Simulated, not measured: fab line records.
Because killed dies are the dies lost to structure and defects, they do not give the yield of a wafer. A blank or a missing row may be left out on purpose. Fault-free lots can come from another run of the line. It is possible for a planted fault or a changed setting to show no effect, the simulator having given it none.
fab line records	flow sky130
[record] lots = 6	wafers = 18	last_day = 50
route steps=708 shown VIA1@473 METAL2@483 PAD_OPEN@708
lots with no fault: from the same line, run without faults
start_h: the number of hours between the record's first day and the start of the first shown wafer of the lot	wait_h: how many hours have passed since the lot's step before this one	" as in the row above	L1.1+2: a single row standing in for several wafers	- either no value or no given start	* or withheld: withheld	< > ~ a bound
route shown NAME@n: NAME is a module with steps in the file, n the number in the route of the first one	usual: mean/standard deviation taken from wafers without a fault	same: alike in all rows	chamber/n: place in a boat	sites: each site's reading	_std_site: the values' standard deviation	_edge_site: mean of outer sites minus mean of inner sites	radius_mm: how far each site lies from the wafer's centre	mask NAME#n: copy n	behind: the most recent tool/chamber to have shaped the wafer	hold: why the lot was held/for how many hours/how that ended	device: names the non-switching transistor (n, p or np)	end of line: the tests these same wafers got at the end of their route	a step with no rows: only its recipe	killed: at the first sort, the dies lost to defects and structure; wafer yield is something else	map: shows each die of a wafer: x if killed, . if not, _ if none is there
set.NAME: the setting the step ran with; set.NAME@STEP: the setting that earlier step ran with	model.NAME: the simulator's own value behind a step, which no gauge read
lots seen at some steps along the route; tables by step, rows by wafer
services: when a tool's chamber went out of use (start_h, in hours from the record's first day, below 0 if earlier), for how many hours, and the reason
[[steps]]
[step SKY_VIA1_ETCH_15]
[recipe] target = SiO2	chemistry = C4F8/O2/Ar	target_depth_nm = 351	stop_on = TiN	mask_material = KrF-thick	source_w = 1500	bias_w = 1200	pressure_mtorr = 40	c4f8_flow_sccm = withheld	O2_flow_sccm = 6	Ar_flow_sccm = 300	time_s = 54
[usual] oes_product_au = 0.981/0.0056	rf_fwd_power_W = 1486/6.4
lot.wafer	tool	chamber	start_h	wait_h	oes_product_au	rf_fwd_power_W	rf_hours_counter_h
L102.1	rie_diel-01	1	842.40	0.0	0.981	1488	5
L102.5	"	2	"	"	0.990	1492	-
L102.6	"	3	"	"	0.984	1491	-
L111.1	rie_diel-02	2	914.17	0.0	0.977	1488	20
L111.3	"	0	"	"	0.979	1486	18
L111.6	"	3	"	"	0.985	1476	-
L112.2	rie_diel-02	1	920.72	0.0	0.977	1491	27
L112.4	"	3	"	"	0.983	1484	14
L112.6	"	1	"	"	0.975	1492	-
L114.1	rie_diel-03	2	930.67	0.0	0.977	1489	16
L114.2	"	1	"	"	0.982	1490	5
L114.5	"	0	"	"	0.972	1490	-
L115.3	rie_diel-03	3	934.77	0.0	0.979	1500	14
L115.5	"	0	"	"	0.986	1486	-
L115.6	"	1	"	"	0.967	1487	-
L118.1	rie_diel-01	1	953.17	0.0	0.977	1492	7
L118.3	"	2	"	"	0.981	1489	5
L118.5	"	3	"	"	0.981	1489	-
[step SKY_VIA1_STRIP_16]
[recipe] chemistry = O2/N2	power_w = 1400	pressure_mtorr = 1500	platen_temp_c = withheld	o2_flow_sccm = 3000	n2_flow_sccm = 300	overash_fraction = 0.5
[usual] drypump_motor_current_A = 5.5/0.39	oes_product_au = 0.416/0.0044	strip_time_to_endpoint_s = 4.454/0.023
lot.wafer	tool	chamber	start_h	wait_h	drypump_motor_current_A	oes_product_au	rf_hours_counter_h	strip_time_to_endpoint_s
L102.1	plasma_asher-01	1	842.45	0.0	5.6	0.413	43	4.469
L102.5	"	1	"	"	5.6	0.412	-	4.447
L102.6	"	0	"	"	5.7	0.418	-	4.452
L111.1	plasma_asher-04	0	914.22	0.0	6.0	0.411	17	4.397
L111.3	"	1	"	"	5.0	0.427	-	4.459
L111.6	"	1	"	"	5.0	0.414	-	4.431
L112.2	plasma_asher-04	1	920.77	0.0	5.1	0.416	18	4.466
L112.4	"	0	"	"	6.0	0.421	-	4.440
L112.6	"	0	"	"	6.0	0.413	-	4.496
L114.1	plasma_asher-01	0	930.71	0.0	5.7	0.419	51	4.496
L114.2	"	1	"	"	5.6	0.412	51	4.433
L114.5	"	0	"	"	5.7	0.412	-	4.472
L115.3	plasma_asher-03	1	934.85	0.1	5.9	0.422	-	4.418
L115.5	"	1	"	"	5.9	0.415	-	4.456
L115.6	"	0	"	"	5.1	0.407	-	4.454
L118.1	plasma_asher-04	0	953.21	0.0	6.0	0.421	21	4.431
L118.3	"	1	"	"	5.0	0.416	-	4.460
L118.5	"	0	"	"	6.0	0.417	-	4.489
[step SKY_VIA1_STRIP_17]
[recipe] chemistry = post_etch_residue_remover	time_s = 1200	temp_c = 72.5
[step SKY_VIA1_CLEAN_18]
[recipe] chemistry = IPA	time_s = 180	temp_c = 25
[step SKY_VIA1_CLEAN_19]
[recipe] chemistry = O3/DIW	dry = n2_spin
[step SKY_VIA1_SPUTTER_20]
[recipe] material = TiN	target_thk_nm = 20	chamber_pressure_pa = 5	power_w = 4000	time_s = 80
[step SKY_VIA1_CVD_21]
[recipe] material = W	target_thk_nm = 270	time_s = 80.902	temp_c = 400	pressure_torr = 40
[usual] heater_power_w = 801/78
lot.wafer	tool	chamber	start_h	wait_h	heater_power_w
L102.1	cvd_w-01	0	843.10	0.0	921
L102.5	"	1	"	"	744
L102.6	"	0	"	"	894
L111.1	cvd_w-01	1	914.87	0.0	769
L111.3	"	1	"	"	746
L111.6	"	1	"	"	756
L112.2	cvd_w-02	1	921.42	0.0	761
L112.4	"	0	"	"	683
L112.6	"	0	"	"	700
L114.1	cvd_w-01	1	931.37	0.0	737
L114.2	"	0	"	"	915
L114.5	"	0	"	"	922
L115.3	cvd_w-01	0	935.50	0.1	920
L115.5	"	1	"	"	732
L115.6	"	0	"	"	938
L118.1	cvd_w-02	1	953.87	0.0	785
L118.3	"	0	"	"	709
L118.5	"	1	"	"	776
[step SKY_VIA1_RS_MEAS_22]
[recipe] thk_meas_gauge = four-point-probe	reads = W_of_VIA1_CVD_21+TiN_of_VIA1_SPUTTER_20
[usual] VIA1_W_RS = 0.424/0.007
lot.wafer	tool	chamber	start_h	wait_h	VIA1_W_RS[ohm/sq]
L102.1	film_metro-04	-	843.20	0.1	0.416
L102.5	"	-	"	"	0.424
L102.6	"	-	"	"	0.422
L111.1	film_metro-01	-	914.96	0.1	0.432
L111.3	"	-	"	"	0.427
L111.6	"	-	"	"	0.433
L112.2	film_metro-04	-	921.53	0.1	0.426
L112.4	"	-	"	"	0.431
L112.6	"	-	"	"	0.432
L114.1	film_metro-01	-	931.46	0.1	0.427
L114.2	"	-	"	"	0.423
L114.5	"	-	"	"	0.421
L115.3	film_metro-01	-	935.60	0.1	0.423
L115.5	"	-	"	"	0.430
L115.6	"	-	"	"	0.418
L118.1	film_metro-04	-	953.97	0.1	0.423
L118.3	"	-	"	"	0.428
L118.5	"	-	"	"	0.418
[step SKY_VIA1_THK_MEAS_23]
[recipe] thk_meas_gauge = xrf	reads = W_of_VIA1_CVD_21
[usual] VIA1_W_THK = 275/5
lot.wafer	tool	chamber	start_h	wait_h	VIA1_W_THK[nm]
L102.1	film_metro-04	-	843.32	0.1	282
L102.5	"	-	"	"	277
L102.6	"	-	"	"	278
L111.1	film_metro-01	-	915.08	0.1	272
L111.3	"	-	"	"	277
L111.6	"	-	"	"	270
L112.2	film_metro-04	-	921.64	0.1	274
L112.4	"	-	"	"	271
L112.6	"	-	"	"	270
L114.1	film_metro-01	-	931.58	0.1	275
L114.2	"	-	"	"	278
L114.5	"	-	"	"	281
L115.3	film_metro-01	-	935.70	0.1	278
L115.5	"	-	"	"	274
L115.6	"	-	"	"	281
L118.1	film_metro-04	-	954.09	0.1	277
L118.3	"	-	"	"	274
L118.5	"	-	"	"	281
[step SKY_VIA1_CMP_24]
[recipe] stop_on = SiO2	t_overpolish_s = 15	down_force_psi = 3.5	platen_rpm = 60	target_thk_nm = 0	pad_velocity_m_s = 0.94248
[usual] motor_current_A = 11.0/0.77	overpolish_run_s = 15.000/0.0094	platen_rpm = 60.00/0.04	time_to_endpoint_s = 65.4/2.8
lot.wafer	tool	chamber	start_h	wait_h	motor_current_A	overpolish_run_s	platen_rpm	time_to_endpoint_s
L102.1	cmp-01	3	843.38	0.1	11.0	14.990	59.96	66.2
L102.5	"	3	"	"	11.1	15.007	60.05	66.4
L102.6	"	0	"	"	10.6	14.998	60.04	66.1
L111.1	cmp-01	3	915.19	0.1	10.9	15.021	59.93	64.2
L111.3	"	1	"	"	11.5	14.999	60.01	65.6
L111.6	"	3	"	"	11.5	15.006	60.02	63.2
L112.4	cmp-02	2	921.74	0.1	10.5	14.988	59.89	62.1
L112.2	"	0	"	"	12.4	14.984	60.01	67.2
L112.6	"	2	"	"	11.1	15.012	59.92	64.6
L114.2	cmp-02	1	931.74	0.1	12.2	14.983	60.00	65.7
L114.1	"	2	"	"	10.8	15.001	60.02	60.3
L114.5	"	3	"	"	11.1	14.999	60.01	63.8
L115.3	cmp-01	0	935.89	0.2	10.5	15.009	60.06	64.0
L115.5	"	1	"	"	13.0	15.003	60.03	63.6
L115.6	"	2	"	"	10.2	15.011	60.01	64.9
L118.1	cmp-02	1	954.20	0.1	11.2	14.998	60.03	65.3
L118.3	"	2	"	"	10.5	15.004	59.99	64.1
L118.5	"	1	"	"	11.9	14.999	60.07	68.6
[step SKY_METAL2_SPUTTER_00]
[recipe] material = Ti	target_thk_nm = 15	power_w = 3000	time_s = 10	chamber_pressure_pa = 0.4
[step SKY_METAL2_SPUTTER_01]
[recipe] material = TiN	target_thk_nm = 20	power_w = 6500	time_s = 16.7	chamber_pressure_pa = 0.4
[step SKY_METAL2_SPUTTER_02]
[recipe] material = AlCu	target_thk_nm = 250	power_w = 10390	time_s = 13.3	chamber_pressure_pa = 0.4
[usual] cathode_dc_power_W = 10390/1.8	chamber_pressure_pa = 0.4000/0.00073	throttle_valve_pct = 29.8/1.1
lot.wafer	tool	chamber	start_h	wait_h	cathode_dc_power_W	chamber_pressure_pa	throttle_valve_pct
L102.1	pvd_sputter-02	-	843.72	0.0	10390	0.3996	27.5
L102.5	"	-	"	"	10390	0.4005	29.4
L102.6	"	-	"	"	10391	0.3992	29.8
L111.1	pvd_sputter-02	-	915.49	0.0	-	-	-
L111.3	"	-	"	"	-	-	-
L111.6	"	-	"	"	-	-	-
L112.2	pvd_sputter-02	-	922.04	0.0	-	-	-
L112.4	"	-	"	"	-	-	-
L112.6	"	-	"	"	-	-	-
L114.1	pvd_sputter-01	-	931.99	0.0	10393	0.3993	30.4
L114.2	"	-	"	"	10389	0.3988	31.1
L114.5	"	-	"	"	10387	0.3995	31.6
L115.3	pvd_sputter-03	-	936.09	0.0	10391	0.3990	28.4
L115.5	"	-	"	"	10393	0.4013	29.6
L115.6	"	-	"	"	10393	0.4008	31.3
L118.1	pvd_sputter-02	-	954.49	0.0	10389	0.3999	28.0
L118.3	"	-	"	"	10390	0.4006	29.2
L118.5	"	-	"	"	10388	0.3994	29.2
[step SKY_METAL2_SPUTTER_03]
[recipe] material = Ti	target_thk_nm = 5	power_w = 3000	time_s = 3.3	chamber_pressure_pa = 0.4
[step SKY_METAL2_SPUTTER_04]
[recipe] material = TiN	target_thk_nm = 70	power_w = 6500	time_s = 58.3	chamber_pressure_pa = 0.4
[usual] cathode_dc_power_W = 6500.1/1.2	chamber_pressure_pa = 0.4000/0.00079	throttle_valve_pct = 29.8/1.1
lot.wafer	tool	chamber	start_h	wait_h	cathode_dc_power_W	chamber_pressure_pa	throttle_valve_pct
L102.1	pvd_sputter-02	-	843.77	0.0	6498.1	0.4014	27.7
L102.5	"	-	"	"	6499.4	0.4002	29.2
L102.6	"	-	"	"	6499.5	0.4007	29.5
L111.1	pvd_sputter-02	-	915.53	0.0	6500.7	0.3999	29.5
L111.3	"	-	"	"	6501.9	0.4002	29.5
L111.6	"	-	"	"	6499.6	0.3996	29.4
L112.2	pvd_sputter-02	-	922.08	0.0	6500.7	0.3997	27.7
L112.4	"	-	"	"	6500.6	0.4000	29.6
L112.6	"	-	"	"	6497.3	0.3986	29.6
L114.1	pvd_sputter-01	-	932.03	0.0	6501.0	0.4007	30.7
L114.2	"	-	"	"	6499.4	0.4004	31.6
L114.5	"	-	"	"	6499.7	0.3995	31.8
L115.3	pvd_sputter-03	-	936.13	0.0	6501.0	0.3993	29.0
L115.5	"	-	"	"	6500.2	0.4007	29.7
L115.6	"	-	"	"	6499.3	0.4005	31.0
L118.1	pvd_sputter-02	-	954.54	0.0	6502.5	0.3997	27.5
L118.3	"	-	"	"	6499.7	0.4005	29.1
L118.5	"	-	"	"	6500.9	0.4007	29.3
[step SKY_METAL2_RS_MEAS_05]
[recipe] thk_meas_gauge = four-point-probe	reads = TiN_of_METAL2_SPUTTER_04+Ti_of_METAL2_SPUTTER_03+AlCu_of_METAL2_SPUTTER_02+TiN_of_METAL2_SPUTTER_01+Ti_of_METAL2_SPUTTER_00
[usual] METAL2_ALCU_RS = 0.1298/0.0019
lot.wafer	tool	chamber	start_h	wait_h	METAL2_ALCU_RS[ohm/sq]
L102.1	film_metro-04	-	843.82	0.0	0.1291
L102.5	"	-	"	"	0.1307
L102.6	"	-	"	"	0.1300
L111.1	film_metro-03	-	915.58	0.0	8.7064
L111.3	"	-	"	"	8.7403
L111.6	"	-	"	"	8.6276
L112.2	film_metro-03	-	922.15	0.0	8.6613
L112.4	"	-	"	"	8.7166
L112.6	"	-	"	"	8.7806
L114.1	film_metro-03	-	932.08	0.0	0.1297
L114.2	"	-	"	"	0.1309
L114.5	"	-	"	"	0.1311
L115.3	film_metro-03	-	936.22	0.1	0.1310
L115.5	"	-	"	"	0.1299
L115.6	"	-	"	"	0.1309
L118.1	film_metro-03	-	954.59	0.0	0.1275
L118.3	"	-	"	"	0.1280
L118.5	"	-	"	"	0.1298
[step SKY_METAL2_THK_MEAS_06]
[recipe] thk_meas_gauge = xrf	reads = AlCu_of_METAL2_SPUTTER_02
[usual] METAL2_ALCU_THK = 240/3.6
lot.wafer	tool	chamber	start_h	wait_h	METAL2_ALCU_THK[nm]
L102.1	film_metro-04	-	843.94	0.1	238
L102.5	"	-	"	"	237
L102.6	"	-	"	"	237
L111.1	film_metro-03	-	915.70	0.1	<1
L111.3	"	-	"	"	<1
L111.6	"	-	"	"	<1
L112.2	film_metro-03	-	922.26	0.1	<1
L112.4	"	-	"	"	<1
L112.6	"	-	"	"	<1
L114.1	film_metro-03	-	932.20	0.1	240
L114.2	"	-	"	"	236
L114.5	"	-	"	"	241
L115.3	film_metro-03	-	936.32	0.1	238
L115.5	"	-	"	"	240
L115.6	"	-	"	"	238
L118.1	film_metro-03	-	954.71	0.1	244
L118.3	"	-	"	"	244
L118.5	"	-	"	"	240
[step SKY_METAL2_DEHYDRATE_07]
[recipe] temp_c = 200	time_s = 60
[step SKY_PAD_OPEN_PROBE_99]
[usual] defect_limited_yield = 82.2/2.2	killed_at_M0_to_M3 = 45/7.1	killed_at_M4_up = 3.0/1.8	killed_at_contacts = 24/5.4	killed_at_front_end = 16/4.9	killed_at_other = 0.3/0.63	killed_dies = 88/11	killed_on_rim = 17/3.4	killed_open = 47/7.4	killed_short = 40/7	sort_bin_3_pad_short = 1.0/0.43	sort_bin_5_function = 10.6/1.7	sort_bin_6_memory = 6.3/1.1	sort_n_pass = 404/11	sort_yield_pct = 82.2/2.2
[same] gross_dies = 492	killed_at_back_side = 0	sort_bin_4_leakage[%] = 0	sort_bin_8_speed[%] = 0
lot.wafer	tool	chamber	start_h	wait_h	defect_limited_yield[%]	killed_at_M0_to_M3	killed_at_M4_up	killed_at_contacts	killed_at_front_end	killed_at_other	killed_dies	killed_on_rim	killed_open	killed_short	sort_bin_3_pad_short[%]	sort_bin_5_function[%]	sort_bin_6_memory[%]	sort_n_pass	sort_yield_pct[%]
L102.1	prober-01	-	1112.78	0.1	80.5	44	3	31	17	1	96	19	52	44	0.8	12.8	5.9	396	80.5
L102.5	prober-01	-	1112.98	0.2	83.5	37	5	26	13	0	81	12	48	32	1.0	8.5	6.9	411	83.5
L102.6	prober-01	-	1113.03	0.2	81.5	47	1	31	12	0	91	15	61	30	0.6	11.0	6.9	401	81.5
L111.1	prober-02	-	1167.21	0.1	0	448	3	22	17	2	492	96	49	50	0.8	92.5	6.7	0	0
L111.3	prober-02	-	1167.31	0.2	0	442	5	27	18	0	492	96	57	32	0.6	92.5	6.9	0	0
L111.6	prober-02	-	1167.46	0.2	0	444	0	27	19	2	492	96	53	43	1.0	92.3	6.7	0	0
L112.2	prober-01	-	1171.36	0.1	0	445	4	32	11	0	492	96	53	46	0.8	91.9	7.3	0	0
L112.4	prober-01	-	1171.46	0.2	0	452	2	22	16	0	492	96	34	39	0.8	93.5	5.7	0	0
L112.6	prober-01	-	1171.56	0.2	0	460	3	22	7	0	492	96	38	36	1.4	93.7	4.9	0	0
L115.3	prober-02	-	1182.30	0.2	79.9	52	2	27	18	0	99	19	45	53	1.2	11.8	7.1	393	79.9
L115.5	prober-02	-	1182.40	0.2	82.9	42	4	26	12	0	84	12	39	45	0.8	10.8	5.5	408	82.9
L115.6	prober-02	-	1182.45	0.2	80.9	40	4	24	26	0	94	19	58	36	0.6	11.2	7.3	398	80.9
// killed by level:class
L102.1 VIA1:geometric_particle:open=13 CONTACT:geometric_particle:open=10 LOCAL_INTERCONNECT:geometric_particle:short=8 LI_CONTACT:geometric_particle:open=8 FIELD_ISO:geometric_particle:short=5 METAL2:geometric_particle:short=5 METAL1:geometric_particle:short=5 VIA3:geometric_particle:open=5
L102.5 VIA2:geometric_particle:open=10 CONTACT:geometric_particle:open=9 VIA3:geometric_particle:open=7 LI_CONTACT:geometric_particle:open=6 VIA1:geometric_particle:open=6 LOCAL_INTERCONNECT:geometric_particle:short=5 SPACER:geometric_particle:short=3 LOCAL_INTERCONNECT:geometric_particle:open=3
L102.6 CONTACT:geometric_particle:open=13 VIA1:geometric_particle:open=12 FIELD_ISO:geometric_particle:open=8 LI_CONTACT:geometric_particle:open=8 VIA3:geometric_particle:open=8 VIA2:geometric_particle:open=6 VIA3:geometric_particle:short=5 LOCAL_INTERCONNECT:geometric_particle:short=5
L111.1 METAL2:area_sputter=391 VIA3:geometric_particle:open=15 VIA1:geometric_particle:short=9 VIA1:geometric_particle:open=8 METAL1:geometric_particle:short=8 CONTACT:geometric_particle:open=7 VIA2:geometric_particle:short=7 CONTACT:geometric_particle:short=6
L111.3 METAL2:area_sputter=403 VIA1:geometric_particle:open=10 LI_CONTACT:geometric_particle:open=9 VIA3:geometric_particle:open=9 CONTACT:geometric_particle:open=8 POLY_GATE:geometric_particle:short=6 POLY_GATE:geometric_particle:open=6 LOCAL_INTERCONNECT:geometric_particle:short=6
L111.6 METAL2:area_sputter=395 CONTACT:geometric_particle:open=10 LI_CONTACT:geometric_particle:open=8 METAL1:geometric_particle:short=8 CONTACT:geometric_particle:short=7 VIA3:geometric_particle:open=7 VIA1:geometric_particle:open=7 VIA2:geometric_particle:open=7
L112.2 METAL2:area_sputter=393 CONTACT:geometric_particle:open=14 VIA1:geometric_particle:open=11 METAL2:geometric_particle:short=9 VIA3:geometric_particle:open=8 CONTACT:geometric_particle:short=8 METAL1:geometric_particle:short=6 FIELD_ISO:geometric_particle:short=4
L112.4 METAL2:area_sputter=419 CONTACT:geometric_particle:open=11 POLY_GATE:geometric_particle:short=6 VIA1:geometric_particle:short=6 VIA2:geometric_particle:short=6 POLY_GATE:geometric_particle:open=4 VIA1:geometric_particle:open=4 LOCAL_INTERCONNECT:geometric_particle:short=4
L112.6 METAL2:area_sputter=418 LI_CONTACT:geometric_particle:open=8 METAL1:geometric_particle:short=7 VIA1:geometric_particle:open=7 CONTACT:geometric_particle:open=6 VIA3:geometric_particle:open=6 METAL2:geometric_particle:short=5 VIA2:geometric_particle:short=4
L115.3 VIA1:geometric_particle:open=10 METAL1:geometric_particle:short=9 CONTACT:geometric_particle:short=8 VIA3:geometric_particle:open=6 CONTACT:geometric_particle:open=6 VIA1:geometric_particle:short=6 LI_CONTACT:geometric_particle:open=5 VIA3:geometric_particle:short=5
L115.5 VIA1:geometric_particle:open=12 CONTACT:geometric_particle:open=7 VIA2:geometric_particle:open=7 CONTACT:geometric_particle:short=6 METAL1:geometric_particle:short=6 VIA1:geometric_particle:short=6 FIELD_ISO:geometric_particle:short=5 LI_CONTACT:geometric_particle:open=5
L115.6 LI_CONTACT:geometric_particle:open=8 CONTACT:geometric_particle:open=8 VIA1:geometric_particle:open=8 POLY_GATE:geometric_particle:open=7 METAL2:geometric_particle:open=6 METAL2:geometric_particle:short=6 FIELD_ISO:geometric_particle:open=5 VIA1:geometric_particle:short=5
// map L111.1 (x killed, . not)
__________xxxxxxxxxx_________
________xxxxxxxxxxxxxx_______
______xxxxxxxxxxxxxxxxxx_____
_____xxxxxxxxxxxxxxxxxxxx____
____xxxxxxxxxxxxxxxxxxxxxx___
___xxxxxxxxxxxxxxxxxxxxxxxx__
__xxxxxxxxxxxxxxxxxxxxxxxxxx_
_xxxxxxxxxxxxxxxxxxxxxxxxxxxx
_xxxxxxxxxxxxxxxxxxxxxxxxxxxx
_xxxxxxxxxxxxxxxxxxxxxxxxxxxx
_xxxxxxxxxxxxxxxxxxxxxxxxxxxx
_xxxxxxxxxxxxxxxxxxxxxxxxxxxx
_xxxxxxxxxxxxxxxxxxxxxxxxxxxx
_xxxxxxxxxxxxxxxxxxxxxxxxxxxx
_xxxxxxxxxxxxxxxxxxxxxxxxxxxx
__xxxxxxxxxxxxxxxxxxxxxxxxxx_
___xxxxxxxxxxxxxxxxxxxxxxxx__
____xxxxxxxxxxxxxxxxxxxxxx___
_____xxxxxxxxxxxxxxxxxxxx____
______xxxxxxxxxxxxxxxxxx_____
________xxxxxxxxxxxxxx_______
__________xxxxxxxxxx_________
// map L112.2 (x killed, . not)
__________xxxxxxxxxx_________
________xxxxxxxxxxxxxx_______
______xxxxxxxxxxxxxxxxxx_____
_____xxxxxxxxxxxxxxxxxxxx____
____xxxxxxxxxxxxxxxxxxxxxx___
___xxxxxxxxxxxxxxxxxxxxxxxx__
__xxxxxxxxxxxxxxxxxxxxxxxxxx_
_xxxxxxxxxxxxxxxxxxxxxxxxxxxx
_xxxxxxxxxxxxxxxxxxxxxxxxxxxx
_xxxxxxxxxxxxxxxxxxxxxxxxxxxx
_xxxxxxxxxxxxxxxxxxxxxxxxxxxx
_xxxxxxxxxxxxxxxxxxxxxxxxxxxx
_xxxxxxxxxxxxxxxxxxxxxxxxxxxx
_xxxxxxxxxxxxxxxxxxxxxxxxxxxx
_xxxxxxxxxxxxxxxxxxxxxxxxxxxx
__xxxxxxxxxxxxxxxxxxxxxxxxxx_
___xxxxxxxxxxxxxxxxxxxxxxxx__
____xxxxxxxxxxxxxxxxxxxxxx___
_____xxxxxxxxxxxxxxxxxxxx____
______xxxxxxxxxxxxxxxxxx_____
________xxxxxxxxxxxxxx_______
__________xxxxxxxxxx_________
[[services]]
tool	chamber	start_h	hours	kind
cvd_w-01	0	821.27	12.9	repair
rie_diel-02	3	824.26	2.4	repair
cmp-02	-	824.78	1.7	repair
pvd_sputter-02	3	835.54	-	consumable_replace:kit
cmp-02	-	845.78	6.2	repair
pvd_sputter-02	-	849.06	1.5	repair
plasma_asher-01	-	853.24	0.7	repair
cmp-02	-	861.20	2.7	pm
rie_diel-03	0	878.38	1.9	repair
plasma_asher-01	-	886.27	11.5	repair
plasma_asher-04	-	888.23	1.2	repair
pvd_sputter-03	-	891.68	1.9	repair
rie_diel-02	2	891.72	3.7	repair
rie_diel-03	2	893.32	25.9	repair
cvd_w-01	1	895.26	7.7	repair
plasma_asher-04	-	895.32	0.3	repair
rie_diel-01	1	901.97	11.0	repair
cvd_w-02	-	904.00	14.0	pm
plasma_asher-03	-	910.96	3.8	repair
cmp-02	-	912.28	4.0	pm
plasma_asher-01	-	921.40	2.8	pm
pvd_sputter-02	-	930.75	5.9	repair
cmp-01	-	945.18	1.9	repair
cvd_w-01	-	945.78	0.8	repair
[[key]]
[first_sign] step = SKY_METAL2_SPUTTER_02	reading = tool_record	direction = missing
[effect] step = SKY_METAL2_RS_MEAS_05	reading = METAL2_ALCU_RS	direction = up	sigmas = 99+	usual = 0.1298	struck = 8.7055
[effect] step = SKY_METAL2_THK_MEAS_06	reading = METAL2_ALCU_THK	direction = down	sigmas = 67	usual = 240	struck = <1
[effect] step = SKY_PAD_OPEN_PROBE_99	reading = killed_at_M0_to_M3	direction = up	sigmas = 57	usual = 45	struck = 448
[more_kills_born_at] SKY_METAL2_SPUTTER_02@pvd_sputter-02 = 2419
met_at SKY_METAL2_SPUTTER_02
struck_wafers L111.1,L111.3,L111.6,L112.2,L112.4,L112.6
later_rows_left_out L111.1,L111.3,L111.6,L112.2,L112.4,L112.6
onset_between 843.72 915.49
[fault] kind = skipped_step_whole	tool = pvd_sputter-02	chamber = -	onset_h = 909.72	steps = SKY_METAL2_SPUTTER_02	scope = struck_lots_only
// later_rows_left_out: the simulator's readings of these wafers behind a module that went badly wrong aren't trusted and aren't shown, but for the sort
